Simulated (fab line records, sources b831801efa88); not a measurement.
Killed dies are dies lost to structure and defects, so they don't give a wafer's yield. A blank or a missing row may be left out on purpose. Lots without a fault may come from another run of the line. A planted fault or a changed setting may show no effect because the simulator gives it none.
Chamber matching | flow sky130 | SKY_CONTACT_CVD_00 on pecvd-04: 3 sister chambers
The step deposits Si3N4, target thk 75 nm. 16 wafers are shown with their chamber, then 8 later ones without.

WAFERS WITH THEIR CHAMBER
wafer  | chamber | heater_power_outer_w (W) | heater_power_w (W) | susceptor_temp_C (C)
L074.1 | 1       | 376                      | 591                | 400.19
L074.3 | 0       | 445                      | 688                | 399.72
L074.5 | 1       | 382                      | 610                | 399.97
L076.2 | 2       | 346                      | 581                | 399.58
L076.4 | 0       | 474                      | 741                | 400.08
L076.5 | 2       | 357                      | 603                | 399.40
L081.1 | 1       | 343                      | 542                | 400.28
L081.5 | 0       | 475                      | 751                | 400.26
L081.6 | 1       | 358                      | 545                | 400.13
L083.1 | 0       | 413                      | 654                | 400.10
L083.3 | 2       | 322                      | 559                | 400.00
L083.5 | 1       | 420                      | 648                | 399.91
L088.1 | 2       | 413                      | 668                | 399.66
L088.2 | 1       | 378                      | 600                | 399.95
L088.4 | 1       | 384                      | 607                | 399.78
L089.2 | 1       | 357                      | 552                | 400.07

SIGNATURES (means of the wafers above)
reading              | chamber 0 | chamber 1 | chamber 2 | scatter within a chamber
heater_power_outer_w | 451.75    | 374.75    | 359.50    | 28.9
heater_power_w       | 708.50    | 586.88    | 602.75    | 41.8
susceptor_temp_C     | 400.0400  | 400.0350  | 399.6600  | 0.202
Rule: a wafer's distance from a chamber is the root of the sum, over the readings, of the square of ((its reading less the chamber's mean) divided by the reading's scatter). The wafer belongs to the nearest chamber; if the next one is less than 2 further off, it can't be placed. The scatter: the root of (the sum of the squares of (reading less its chamber's mean) over the shown wafers, divided by (wafers less chambers)).

WAFERS WITHOUT THEIR CHAMBER
wafer  | heater_power_outer_w (W) | heater_power_w (W) | susceptor_temp_C (C)
L089.4 | 425                      | 689                | 399.93
L089.5 | 344                      | 561                | 399.77
L093.1 | 445                      | 682                | 399.96
L093.5 | 382                      | 639                | 399.95
L093.6 | 407                      | 668                | 399.96
L096.1 | 409                      | 700                | 400.40
L096.3 | 412                      | 693                | 399.97
L096.6 | 417                      | 694                | 400.10

WHICH CHAMBER EACH WENT THROUGH
wafer  | from the rows above          | in truth
L089.4 | can't be placed: 0 or 1      | 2
L089.5 | can't be placed: 2 or 1      | 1
L093.1 | 0                            | 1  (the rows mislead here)
L093.5 | can't be placed: 1 or 2 or 0 | 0
L093.6 | can't be placed: 0 or 1 or 2 | 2
L096.1 | can't be placed: 0 or 1      | 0
L096.3 | can't be placed: 0 or 1 or 2 | 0
L096.6 | can't be placed: 0 or 1      | 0
Placed correctly: 0 of 8. Can't be placed from these rows: 7 (the true chamber is among the candidates in 6). Placed wrongly: 1.
